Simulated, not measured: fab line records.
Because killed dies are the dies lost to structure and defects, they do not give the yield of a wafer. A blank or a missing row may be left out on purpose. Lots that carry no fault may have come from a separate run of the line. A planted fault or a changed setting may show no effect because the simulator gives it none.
fab line records | flow sky130
[record] lots = 13 wafers = 38 last-day = 50
route steps=708 shown LDD_LDN@302 SD_P@331 SD_N@344 RES_XHIGH@360 PAD_OPEN@708
lots that met no fault: taken from a fault-free run of the same line
start-h: hours from the record's opening day to when the first of the lot's shown wafers began | wait-h: how many hours have passed since the lot's step before this one | " unchanged from the row above | L1.1+2: a row that stands for several wafers | - no value present, or no start provided | * or withheld: withheld | < > ~ a bound
route shown NAME@n: NAME is a module with steps in the file, n the number in the route of the first one | usual: mean/standard deviation of fault-free wafers | same: alike in all rows | chamber/n: place in a boat | sites: readings site by site | _std_site: the values' standard deviation | _edge_site: inner sites' mean taken away from outer sites' mean | radius-mm: how far each site lies from the wafer's centre | mask NAME#n: copy n | behind: the most recent tool/chamber to have shaped the wafer | hold: cause of the lot's hold/its duration in hours/its outcome | device: which transistor (n, p or np) failed to switch | end of line: at the end of the route, the tests of the same wafers | step lacking rows: just its recipe | killed: dies lost to structure and defects at the first sort, not the wafer's yield | map: a wafer's dies, marking killed ones x, the rest . and places with no die _
set.NAME: the run value of the setting; set.NAME@STEP: its run value at that earlier step | model.NAME: the simulator's own value behind a step, which no gauge read
one table for each step of the route and one row for each wafer, over a sample of lots
services: when a tool's chamber went out of use (start-h, in hours from the record's first day, below 0 if earlier), for how many hours, and the reason
[[steps]]
[step SKY_LDD_LDN_TW_MEAS_13]
[usual] LDD_LDN_TW = 1485/9.2
// columns lot.wafer tool chamber start-h wait-h LDD_LDN_TW
L988.1 film-metro-01 - 514.18 0.1 1487
L988.3 " - " " 1490
L988.5 " - " " 1483
L989.3 film-metro-04 - 529.63 0.1 1479
L989.4 " - " " 1483
L989.5 " - " " 1483
L991.1 film-metro-01 - 573.88 0.1 1494
L991.3 " - " " 1494
L991.5 " - " " 1497
L992.3 film-metro-04 - 594.05 0.1 1485
L992.4 " - " " 1489
L992.6 " - " " 1489
L999.1 film-metro-04 - 620.51 0.1 1490
L999.2 " - " " 1487
L999.6 " - " " 1486
L100.2 film-metro-04 - 634.17 0.1 1483
L100.3 " - " " 1485
L100.6 " - " " 1473
L101.1 film-metro-03 - 641.88 0.1 1482
L101.5 " - " " 1474
L101.6 " - " " 1481
L103.1 film-metro-04 - 653.38 0.1 1493
L103.3 " - " " 1485
L103.6 " - " " 1500
L105.4 film-metro-03 - 669.01 0.1 1472
L105.5 " - " " 1475
L106.3 film-metro-03 - 692.75 0.1 1472
L106.4 " - " " 1481
L106.6 " - " " 1472
L109.1 film-metro-04 - 704.78 0.1 1489
L109.4 " - " " 1489
L109.6 " - " " 1493
L110.3 film-metro-04 - 708.70 0.1 1484
L110.4 " - " " 1484
L110.5 " - " " 1480
L111.2 film-metro-03 - 725.59 0.1 1478
L111.3 " - " " 1474
L111.5 " - " " 1483
[step SKY_SD_P_TW_MEAS_11]
[usual] SD_P_TW = 2817/20
// columns lot.wafer tool chamber start-h wait-h SD_P_TW
L988.1 film-metro-02 - 575.49 0.1 2815
L988.3 " - " " 2823
L988.5 " - " " 2822
L989.3 film-metro-01 - 607.42 0.1 2846
L989.4 " - " " 2830
L989.5 " - " " 2840
L991.1 film-metro-03 - 634.95 0.1 2800
L991.3 " - " " 2827
L991.5 " - " " 2813
L992.3 film-metro-03 - 655.37 0.1 2814
L992.4 " - " " 2811
L992.6 " - " " 2815
L999.1 film-metro-01 - 680.39 0.1 2855
L999.2 " - " " 2858
L999.6 " - " " 2874
L100.2 film-metro-02 - 691.65 0.1 2809
L100.3 " - " " 2814
L100.6 " - " " 2820
L101.1 film-metro-03 - 700.60 0.1 2800
L101.5 " - " " 2801
L101.6 " - " " 2799
L103.1 film-metro-03 - 711.95 0.1 2815
L103.3 " - " " 2805
L103.6 " - " " 2797
L105.4 film-metro-01 - 728.12 0.1 2861
L105.5 " - " " 2851
L106.3 film-metro-02 - 749.57 0.1 2832
L106.4 " - " " 2811
L106.6 " - " " 2821
L109.1 film-metro-02 - 762.70 0.1 2806
L109.4 " - " " 2818
L109.6 " - " " 2821
L110.3 film-metro-01 - 765.06 0.1 2833
L110.4 " - " " 2830
L110.5 " - " " 2815
L111.2 film-metro-03 - 780.91 0.1 2806
L111.3 " - " " 2801
L111.5 " - " " 2796
[step SKY_SD_N_COAT_02]
[recipe] resist = NOVOLAK spin-rpm = 3000 resist-thk-nm = 1140
[usual] chill-plate-temp-C = 22.98/0.091 dispense-pressure-kPa = 49/4.1
// columns lot.wafer tool chamber start-h wait-h chill-plate-temp-C dispense-pressure-kPa
L988.1 litho-track-04 0 619.94 0.1 23.03 45
L988.3 " 0 " " 23.00 45
L988.5 " 0 " " 22.99 45
L989.3 litho-track-02 0 651.88 0.1 23.05 50
L989.4 " 0 " " 22.99 50
L989.5 " 0 " " 23.08 50
L991.1 litho-track-02 0 677.58 0.1 22.83 50
L991.3 " 0 " " 23.03 50
L991.5 " 0 " " 22.88 50
L992.3 litho-track-04 0 696.99 0.1 23.11 45
L992.4 " 0 " " 23.05 45
L992.6 " 0 " " 23.07 45
L999.1 litho-track-04 - 721.34 0.1 - -
L999.2 " - " " - -
L999.6 " - " " - -
L100.2 litho-track-02 - 731.55 0.1 - -
L100.3 " - " " - -
L100.6 " - " " - -
L101.1 litho-track-04 0 741.99 0.1 22.96 45
L101.5 " 0 " " 22.83 45
L101.6 " 0 " " 22.87 45
L103.1 litho-track-02 0 752.88 0.1 23.03 50
L103.3 " 0 " " 23.02 50
L103.6 " 0 " " 22.91 50
L105.4 litho-track-03 0 768.42 0.1 23.01 56
L105.5 " 0 " " 22.84 56
L106.3 litho-track-04 0 789.64 0.1 22.98 45
L106.4 " 0 " " 23.19 45
L106.6 " 0 " " 22.92 45
L109.1 litho-track-04 0 801.94 0.1 23.07 45
L109.4 " 0 " " 23.02 45
L109.6 " 0 " " 22.99 45
L110.3 litho-track-02 0 805.03 0.1 23.06 50
L110.4 " 0 " " 22.96 50
L110.5 " 0 " " 22.98 50
L111.2 litho-track-02 0 819.70 0.1 22.93 50
L111.3 " 0 " " 22.80 50
L111.5 " 0 " " 22.86 50
[step SKY_SD_N_CD_MEAS_07]
[recipe] target-cd-nm = 380
[usual] cd-nm = 379.5/2.4
// columns lot.wafer tool chamber start-h wait-h cd-nm
L988.1 cd-sem-01 - 634.43 0.1 379.5
L988.3 " - " " 378.9
L988.5 " - " " 381.5
L989.3 cd-sem-01 - 666.18 0.1 380.5
L989.4 " - " " 383.6
L989.5 " - " " 381.3
L991.1 cd-sem-02 - 691.44 0.1 374.8
L991.3 " - " " 374.9
L991.5 " - " " 375.1
L992.3 cd-sem-01 - 710.83 0.1 377.6
L992.4 " - " " 379.5
L992.6 " - " " 380.5
L999.1 cd-sem-01 - 735.33 0.1 -
L999.2 " - " " -
L999.6 " - " " -
L100.2 cd-sem-01 - 745.00 0.1 -
L100.3 " - " " -
L100.6 " - " " -
L101.1 cd-sem-01 - 755.69 0.1 379.1
L101.5 " - " " 378.6
L101.6 " - " " 380.4
L103.1 cd-sem-02 - 766.29 0.1 377.0
L103.3 " - " " 376.9
L103.6 " - " " 377.4
L105.4 cd-sem-02 - 781.15 0.1 379.4
L105.5 " - " " 377.5
L106.3 cd-sem-01 - 803.12 0.1 375.8
L106.4 " - " " 375.0
L106.6 " - " " 375.1
L109.1 cd-sem-01 - 815.59 0.1 383.2
L109.4 " - " " 382.4
L109.6 " - " " 385.1
L110.3 cd-sem-02 - 818.29 0.1 377.6
L110.4 " - " " 380.3
L110.5 " - " " 382.2
L111.2 cd-sem-02 - 833.22 0.1 380.3
L111.3 " - " " 380.0
L111.5 " - " " 378.7
[step SKY_SD_N_RS_MEAS_18]
[recipe] thk-meas-gauge = four-point-probe
[usual] RES_XHIGH_RS = 330.3/1.1
// columns lot.wafer tool chamber start-h wait-h RES_XHIGH_RS[ohm/sq]
L988.1 film-metro-02 - 635.51 0.1 330.7
L988.3 " - " " 331.8
L988.5 " - " " 330.8
L989.3 film-metro-02 - 667.26 0.1 329.8
L989.4 " - " " 331.0
L989.5 " - " " 330.1
L991.1 film-metro-03 - 692.52 0.1 329.3
L991.3 " - " " 329.0
L991.5 " - " " 329.2
L992.3 film-metro-02 - 711.91 0.1 330.0
L992.4 " - " " 330.6
L992.6 " - " " 330.4
L999.1 film-metro-03 - 736.41 0.1 328.9
L999.2 " - " " 328.2
L999.6 " - " " 330.0
L100.2 film-metro-03 - 746.08 0.1 329.7
L100.3 " - " " 328.9
L100.6 " - " " 330.3
L101.1 film-metro-03 - 756.77 0.1 330.0
L101.5 " - " " 329.5
L101.6 " - " " 329.8
L103.1 film-metro-02 - 767.37 0.1 331.6
L103.3 " - " " 332.8
L103.6 " - " " 334.3
L105.4 film-metro-01 - 782.23 0.1 330.2
L105.5 " - " " 331.6
L106.3 film-metro-03 - 804.20 0.1 326.7
L106.4 " - " " 329.1
L106.6 " - " " 328.5
L109.1 film-metro-03 - 816.67 0.1 329.8
L109.4 " - " " 330.9
L109.6 " - " " 330.3
L110.3 film-metro-02 - 819.68 0.1 329.8
L110.4 " - " " 329.1
L110.5 " - " " 329.5
L111.2 film-metro-01 - 834.30 0.1 331.7
L111.3 " - " " 330.1
L111.5 " - " " 330.1
[step SKY_PAD_OPEN_PROBE_99]
[usual] killed_at_M0_to_M3 = 43/7.4 killed_at_M4_up = 3.1/1.8 killed-at-contacts = 26/5.6 killed-at-front-end = 15/4.9 killed-at-other = 0.2/0.44 killed-dies = 87/10 killed-on-rim = 17/3.7 killed-open = 48/7.6 killed-short = 39/6.2
[same] gross-dies = 492 killed-at-back-side = 0
// columns lot.wafer tool chamber start-h wait-h hold killed_at_M0_to_M3 killed_at_M4_up killed-at-contacts killed-at-front-end killed-at-other killed-dies killed-on-rim killed-open killed-short
L988.1 prober-01 - 1063.81 0.1 - 41 5 34 20 0 100 20 59 41
L988.3 prober-01 - 1063.91 0.2 - 47 5 25 23 0 100 16 58 42
L988.5 prober-01 - 1064.01 0.2 - 42 2 35 16 1 96 19 53 43
L989.3 prober-01 - 1087.11 0.2 - 60 5 23 20 0 108 22 52 56
L989.4 prober-01 - 1087.16 0.2 - 51 1 27 12 0 91 18 51 39
L989.5 prober-01 - 1087.21 0.2 - 42 0 24 24 0 90 13 46 44
L991.1 prober-01 - 1104.82 0.1 - 54 4 22 13 2 95 23 46 48
L991.3 prober-01 - 1104.92 0.2 - 37 4 26 22 0 89 15 52 37
L991.5 prober-01 - 1105.02 0.2 - 57 2 17 18 0 94 16 41 53
L992.3 prober-02 - 1121.16 0.2 - 54 2 26 19 0 101 25 55 45
L992.4 prober-02 - 1121.21 0.2 - 42 2 22 9 0 75 13 43 31
L992.6 prober-02 - 1121.31 0.2 - 41 1 25 20 0 87 14 49 38
L999.1 prober-02 - 1141.47 0.1 await-dispo/2.1h/scrap 48 3 26 415 0 492 96 56 33
L999.2 prober-02 - 1141.52 0.1 await-dispo/2.1h/scrap 45 3 37 407 0 492 96 58 38
L999.6 prober-02 - 1141.72 0.2 await-dispo/2.1h/scrap 57 2 26 407 0 492 96 62 36
L100.2 prober-01 - 1145.00 0.1 await-dispo/3.1h/scrap 47 2 18 425 0 492 96 46 38
L100.3 prober-01 - 1145.05 0.2 await-dispo/3.1h/scrap 34 1 22 435 0 492 96 38 26
L100.6 prober-01 - 1145.20 0.2 await-dispo/3.1h/scrap 38 6 22 426 0 492 96 47 30
L101.1 prober-02 - 1153.07 0.1 - 36 5 20 15 0 76 13 37 39
L101.5 prober-02 - 1153.27 0.2 - 50 5 19 9 0 83 15 44 39
L101.6 prober-02 - 1153.32 0.2 - 49 3 28 17 1 98 19 59 39
L103.1 prober-02 - 1160.97 0.1 - 44 1 22 17 0 84 20 41 43
L103.3 prober-02 - 1161.07 0.2 - 48 3 29 18 1 99 16 55 43
L103.6 prober-02 - 1161.22 0.2 - 38 5 32 12 1 88 22 49 39
L105.4 prober-02 - 1169.31 0.2 - 47 1 28 14 0 90 17 54 36
L105.5 prober-02 - 1169.36 0.2 - 42 2 23 13 0 80 17 42 38
L106.3 prober-01 - 1184.20 0.2 - 31 1 22 27 0 81 13 41 39
L106.4 prober-01 - 1184.25 0.2 - 37 3 35 14 0 89 23 57 30
L106.6 prober-01 - 1184.35 0.2 - 49 2 25 20 0 96 13 59 36
L109.1 prober-01 - 1189.44 0.1 - 33 4 19 8 0 64 11 35 29
L109.4 prober-01 - 1189.59 0.2 - 41 4 25 13 0 83 16 46 37
L109.6 prober-01 - 1189.69 0.2 - 45 2 40 7 0 94 18 53 41
L110.3 prober-02 - 1194.77 0.2 - 41 4 20 9 0 74 13 43 31
L110.4 prober-02 - 1194.82 0.2 - 35 1 17 15 0 68 11 40 28
L110.5 prober-02 - 1194.87 0.2 - 50 1 14 14 0 79 12 39 40
L111.2 prober-01 - 1201.65 0.1 - 45 3 34 11 0 93 16 54 39
L111.3 prober-01 - 1201.70 0.2 - 43 1 26 10 0 80 17 46 34
L111.5 prober-01 - 1201.80 0.2 - 40 3 19 14 0 76 16 43 32
// killed by level:class
L988.1 CONTACT:geometric-particle:open=24 VIA1:geometric-particle:short=7 POLY_GATE:geometric-particle:short=6 VIA2:geometric-particle:open=6 METAL2:geometric-particle:short=6 VIA3:geometric-particle:open=4 SPACER:geometric-particle:open=4 CONTACT:geometric-particle:short=4
L988.3 VIA1:geometric-particle:open=11 CONTACT:geometric-particle:open=10 VIA3:geometric-particle:open=9 LI_CONTACT:geometric-particle:open=7 FIELD_ISO:geometric-particle:short=6 FIELD_ISO:geometric-particle:open=6 VIA2:geometric-particle:open=6 CONTACT:geometric-particle:short=5
L988.5 CONTACT:geometric-particle:open=15 VIA1:geometric-particle:open=12 LOCAL_INTERCONNECT:geometric-particle:short=7 FIELD_ISO:geometric-particle:short=5 CONTACT:geometric-particle:short=5 VIA3:geometric-particle:open=5 LI_CONTACT:geometric-particle:short=4 VIA1:geometric-particle:short=4
L989.3 VIA2:geometric-particle:open=10 VIA1:geometric-particle:open=10 METAL1:geometric-particle:short=8 VIA1:geometric-particle:short=8 CONTACT:geometric-particle:open=7 METAL2:geometric-particle:short=7 VIA3:geometric-particle:open=7 POLY_GATE:geometric-particle:short=6
L989.4 LI_CONTACT:geometric-particle:open=12 CONTACT:geometric-particle:open=10 FIELD_ISO:geometric-particle:open=7 METAL2:geometric-particle:short=7 METAL1:geometric-particle:short=6 VIA3:geometric-particle:open=6 VIA1:geometric-particle:open=5 VIA1:geometric-particle:short=5
L989.5 CONTACT:geometric-particle:open=11 FIELD_ISO:geometric-particle:short=8 VIA1:geometric-particle:open=8 VIA1:geometric-particle:short=7 METAL1:geometric-particle:short=7 LI_CONTACT:geometric-particle:open=6 POLY_GATE:geometric-particle:short=5 POLY_GATE:geometric-particle:open=4
L991.1 VIA1:geometric-particle:open=10 CONTACT:geometric-particle:open=9 METAL2:geometric-particle:short=8 VIA2:geometric-particle:short=6 LI_CONTACT:geometric-particle:open=5 VIA2:geometric-particle:open=5 METAL1:geometric-particle:short=5 VIA3:geometric-particle:short=5
L991.3 CONTACT:geometric-particle:open=15 VIA1:geometric-particle:open=9 FIELD_ISO:geometric-particle:short=8 FIELD_ISO:geometric-particle:open=6 VIA3:geometric-particle:open=6 VIA2:geometric-particle:open=5 METAL2:geometric-particle:short=5 LI_CONTACT:geometric-particle:open=4
L991.5 VIA1:geometric-particle:open=13 VIA1:geometric-particle:short=9 CONTACT:geometric-particle:open=8 METAL3:geometric-particle:short=7 CONTACT:geometric-particle:short=6 METAL1:geometric-particle:short=6 POLY_GATE:geometric-particle:short=5 VIA3:geometric-particle:open=5
L992.3 VIA1:geometric-particle:open=13 VIA2:geometric-particle:open=9 CONTACT:geometric-particle:open=8 VIA3:geometric-particle:open=7 METAL1:geometric-particle:short=7 FIELD_ISO:geometric-particle:short=6 LI_CONTACT:geometric-particle:open=6 CONTACT:geometric-particle:short=6
L992.4 VIA1:geometric-particle:open=10 CONTACT:geometric-particle:open=9 VIA2:geometric-particle:open=8 LI_CONTACT:geometric-particle:open=6 METAL1:geometric-particle:short=4 LOCAL_INTERCONNECT:geometric-particle:short=4 VIA3:geometric-particle:open=4 VIA2:geometric-particle:short=4
L992.6 CONTACT:geometric-particle:open=11 FIELD_ISO:geometric-particle:short=9 VIA1:geometric-particle:open=9 VIA2:geometric-particle:open=9 LI_CONTACT:geometric-particle:open=7 METAL1:geometric-particle:short=6 VIA1:geometric-particle:short=5 CONTACT:geometric-particle:short=4
L999.1 SD_N:area-expose=402 VIA1:geometric-particle:open=17 LI_CONTACT:geometric-particle:open=14 VIA3:geometric-particle:open=7 POLY_GATE:geometric-particle:open=5 METAL2:geometric-particle:short=5 VIA2:geometric-particle:short=5 VIA2:geometric-particle:open=4
L999.2 SD_N:area-expose=395 CONTACT:geometric-particle:open=13 VIA1:geometric-particle:open=11 LI_CONTACT:geometric-particle:open=8 VIA3:geometric-particle:open=8 LOCAL_INTERCONNECT:geometric-particle:short=6 VIA2:geometric-particle:open=6 CONTACT:geometric-particle:short=6
L999.6 SD_N:area-expose=392 VIA1:geometric-particle:open=14 CONTACT:geometric-particle:open=10 VIA3:geometric-particle:open=9 VIA2:geometric-particle:open=8 FIELD_ISO:geometric-particle:open=5 LI_CONTACT:geometric-particle:open=5 METAL1:geometric-particle:short=5
L100.2 SD_N:area-expose=408 VIA1:geometric-particle:open=10 CONTACT:geometric-particle:open=9 FIELD_ISO:geometric-particle:short=6 LI_CONTACT:geometric-particle:open=6 METAL1:geometric-particle:short=6 VIA2:geometric-particle:short=5 VIA2:geometric-particle:open=5
L100.3 SD_N:area-expose=428 CONTACT:geometric-particle:open=9 VIA1:geometric-particle:open=9 METAL1:geometric-particle:short=7 CONTACT:geometric-particle:short=6 VIA2:geometric-particle:open=5 VIA3:geometric-particle:open=5 LOCAL_INTERCONNECT:geometric-particle:short=4
L100.6 SD_N:area-expose=415 LI_CONTACT:geometric-particle:open=8 VIA2:geometric-particle:open=8 VIA1:geometric-particle:open=6 METAL1:geometric-particle:short=6 CONTACT:geometric-particle:open=5 FIELD_ISO:geometric-particle:open=4 LI_CONTACT:geometric-particle:short=4
L101.1 VIA3:geometric-particle:open=12 CONTACT:geometric-particle:open=7 FIELD_ISO:geometric-particle:short=5 FIELD_ISO:geometric-particle:open=4 POLY_GATE:geometric-particle:short=4 LOCAL_INTERCONNECT:geometric-particle:short=4 VIA1:geometric-particle:open=4 METAL2:geometric-particle:short=4
L101.5 VIA1:geometric-particle:open=12 VIA2:geometric-particle:open=8 METAL2:geometric-particle:short=7 CONTACT:geometric-particle:open=6 METAL1:geometric-particle:short=5 VIA2:geometric-particle:short=4 LOCAL_INTERCONNECT:geometric-particle:short=4 CONTACT:geometric-particle:short=4
L101.6 VIA2:geometric-particle:open=12 CONTACT:geometric-particle:open=11 VIA1:geometric-particle:open=8 LI_CONTACT:geometric-particle:open=7 VIA3:geometric-particle:open=6 FIELD_ISO:geometric-particle:open=5 METAL2:geometric-particle:short=5 CONTACT:geometric-particle:short=5
L103.1 VIA1:geometric-particle:open=14 LI_CONTACT:geometric-particle:open=8 METAL2:geometric-particle:short=8 CONTACT:geometric-particle:short=6 METAL1:geometric-particle:short=5 FIELD_ISO:geometric-particle:short=4 POLY_GATE:geometric-particle:open=4 POLY_GATE:geometric-particle:short=4
L103.3 VIA1:geometric-particle:open=18 CONTACT:geometric-particle:open=11 CONTACT:geometric-particle:short=6 VIA1:geometric-particle:short=6 FIELD_ISO:geometric-particle:short=5 LI_CONTACT:geometric-particle:open=5 LOCAL_INTERCONNECT:geometric-particle:short=5 METAL1:geometric-particle:short=5
L103.6 VIA1:geometric-particle:open=15 CONTACT:geometric-particle:open=13 CONTACT:geometric-particle:short=11 LI_CONTACT:geometric-particle:open=5 VIA1:geometric-particle:short=5 FIELD_ISO:geometric-particle:open=4 METAL4:geometric-particle:short=4 POLY_GATE:geometric-particle:open=3
L105.4 VIA1:geometric-particle:open=12 CONTACT:geometric-particle:open=10 VIA2:geometric-particle:open=10 LOCAL_INTERCONNECT:geometric-particle:short=7 METAL2:geometric-particle:short=6 FIELD_ISO:geometric-particle:open=4 LI_CONTACT:geometric-particle:open=4 CONTACT:geometric-particle:short=4
L105.5 VIA1:geometric-particle:open=8 VIA2:geometric-particle:open=8 CONTACT:geometric-particle:open=7 VIA3:geometric-particle:open=6 CONTACT:geometric-particle:short=5 VIA1:geometric-particle:short=5 LI_CONTACT:geometric-particle:open=4 LOCAL_INTERCONNECT:geometric-particle:short=4
L106.3 POLY_GATE:geometric-particle:open=10 LI_CONTACT:geometric-particle:open=7 CONTACT:geometric-particle:open=7 METAL2:geometric-particle:short=7 VIA1:geometric-particle:short=5 VIA1:geometric-particle:open=5 FIELD_ISO:geometric-particle:open=4 POLY_GATE:geometric-particle:short=4
L106.4 CONTACT:geometric-particle:open=16 LI_CONTACT:geometric-particle:open=11 VIA1:geometric-particle:open=11 VIA3:geometric-particle:open=7 METAL2:geometric-particle:short=6 VIA1:geometric-particle:short=5 CONTACT:geometric-particle:short=4 FIELD_ISO:geometric-particle:short=3
L106.6 CONTACT:geometric-particle:open=14 VIA1:geometric-particle:open=14 METAL1:geometric-particle:short=7 VIA2:geometric-particle:open=7 FIELD_ISO:geometric-particle:short=5 FIELD_ISO:geometric-particle:open=5 POLY_GATE:geometric-particle:open=5 METAL1:geometric-particle:open=4
L109.1 LI_CONTACT:geometric-particle:open=10 VIA3:geometric-particle:open=7 VIA1:geometric-particle:short=6 CONTACT:geometric-particle:open=5 VIA1:geometric-particle:open=5 METAL2:geometric-particle:short=5 VIA2:geometric-particle:open=4 METAL4:geometric-particle:short=4
L109.4 CONTACT:geometric-particle:open=9 LI_CONTACT:geometric-particle:open=8 VIA1:geometric-particle:open=8 VIA3:geometric-particle:open=7 METAL2:geometric-particle:short=6 METAL1:geometric-particle:short=5 VIA2:geometric-particle:open=5 LOCAL_INTERCONNECT:geometric-particle:short=4
L109.6 LI_CONTACT:geometric-particle:open=12 CONTACT:geometric-particle:open=11 VIA3:geometric-particle:open=8 VIA1:geometric-particle:open=7 CONTACT:geometric-particle:short=7 METAL2:geometric-particle:short=7 LOCAL_INTERCONNECT:geometric-particle:short=5 VIA2:geometric-particle:open=5
L110.3 VIA1:geometric-particle:open=9 LI_CONTACT:geometric-particle:open=7 VIA2:geometric-particle:open=7 CONTACT:geometric-particle:open=6 METAL2:geometric-particle:short=6 METAL1:geometric-particle:short=5 VIA1:geometric-particle:short=5 POLY_GATE:geometric-particle:open=4
L110.4 VIA2:geometric-particle:open=8 VIA1:geometric-particle:open=7 LI_CONTACT:geometric-particle:open=5 LOCAL_INTERCONNECT:geometric-particle:short=5 METAL1:geometric-particle:short=4 VIA3:geometric-particle:open=4 FIELD_ISO:geometric-particle:open=3 POLY_GATE:geometric-particle:short=3
L110.5 VIA3:geometric-particle:open=10 VIA3:geometric-particle:short=7 VIA2:geometric-particle:short=7 LI_CONTACT:geometric-particle:open=6 METAL1:geometric-particle:short=6 VIA1:geometric-particle:open=6 METAL2:geometric-particle:short=6 CONTACT:geometric-particle:open=5
L111.2 CONTACT:geometric-particle:open=14 VIA2:geometric-particle:open=9 LI_CONTACT:geometric-particle:open=8 VIA1:geometric-particle:open=7 METAL1:geometric-particle:short=6 METAL2:geometric-particle:short=6 CONTACT:geometric-particle:short=5 VIA3:geometric-particle:open=5
L111.3 CONTACT:geometric-particle:open=11 LI_CONTACT:geometric-particle:open=9 VIA1:geometric-particle:open=8 VIA3:geometric-particle:short=8 METAL1:geometric-particle:short=5 VIA2:geometric-particle:open=5 VIA2:geometric-particle:short=4 VIA3:geometric-particle:open=4
L111.5 CONTACT:geometric-particle:open=9 VIA1:geometric-particle:open=9 METAL2:geometric-particle:short=8 LI_CONTACT:geometric-particle:open=7 METAL1:geometric-particle:short=6 FIELD_ISO:geometric-particle:short=5 POLY_GATE:geometric-particle:open=5 VIA2:geometric-particle:open=4
[[services]]
// columns tool chamber start-h hours kind
litho-track-04 - 675.26 - consumable-replace:filter
[[key]]
[first-sign] step = SKY_SD_N_COAT_02 reading = tool-record direction = missing
[effect] step = SKY_SD_N_CD_MEAS_07 reading = cd-nm direction = missing
[effect] step = SKY_PAD_OPEN_PROBE_99 reading = killed-at-front-end direction = up sigmas = 83 usual = 15 struck = 419
[more-kills-born-at] SKY_SD_N_EXPOSE_04@iline-stepper-01 = 1251 SKY_SD_N_EXPOSE_04@iline-stepper-02 = 1189
met-at SKY_SD_N_COAT_02
struck-lots L999,L100
tester-left-out L999,L100
not-acting-at SKY_LDD_LDN_TW_MEAS_13,SKY_SD_P_TW_MEAS_11,SKY_SD_N_RS_MEAS_18
onset-between 696.99 721.34
[fault] kind = skipped-step-whole tool = litho-track-02,litho-track-04 chamber = - onset-h = 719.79 steps = SKY_SD_N_COAT_02 scope = struck-lots-only
// tester-left-out: of these lots the tester's yield and bins aren't shown, on N5 and GAA mostly nor the transistor test; their killed dies are dies lost to structure and defects alone, not to doping, threshold or leakage, so they don't give the yield
